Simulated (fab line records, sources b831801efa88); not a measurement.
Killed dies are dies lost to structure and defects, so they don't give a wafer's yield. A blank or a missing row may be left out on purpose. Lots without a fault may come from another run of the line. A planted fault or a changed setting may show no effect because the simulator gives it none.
Chamber matching | flow gf180mcu | GF_V2_ETCH_16 on rie_diel-01: 4 sister chambers
The step etches BARC in N2/H2. 4 wafers are shown with their chamber, then 7 later ones without.

WAFERS WITH THEIR CHAMBER
wafer  | chamber | drypump_motor_current_A (A)
L684.1 | 2       | 6.5
L684.4 | 3       | 5.2
L685.1 | 1       | 5.2
L685.4 | 0       | 5.4

WAFERS WITHOUT THEIR CHAMBER
wafer  | drypump_motor_current_A (A)
L685.6 | 5.2
L686.2 | 6.4
L686.4 | 5.2
L686.6 | 5.2
L688.1 | 6.5
L688.2 | 5.4
L688.5 | 5.2

WHICH CHAMBER EACH WENT THROUGH
wafer  | from the rows above     | in truth
L685.6 | can't be placed: 1 or 3 | 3
L686.2 | 2                       | 2
L686.4 | can't be placed: 1 or 3 | 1
L686.6 | can't be placed: 1 or 3 | 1
L688.1 | 2                       | 2
L688.2 | 0                       | 0
L688.5 | can't be placed: 1 or 3 | 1
Placed correctly: 3 of 7. Can't be placed from these rows: 4 (the true chamber is among the candidates in 4). Placed wrongly: 0.
How it was worked out, from the rows above alone: a wafer's distance from a chamber is the root of the sum, over the readings, of the square of ((its reading less the chamber's mean) divided by the reading's scatter). The wafer belongs to the nearest chamber; if the next one is less than 2 further off, it can't be placed. A chamber's mean is the mean of its shown wafers. The scatter: with one shown wafer a chamber, the root of the mean of the squares of how far each hidden wafer lies from its nearest shown one.
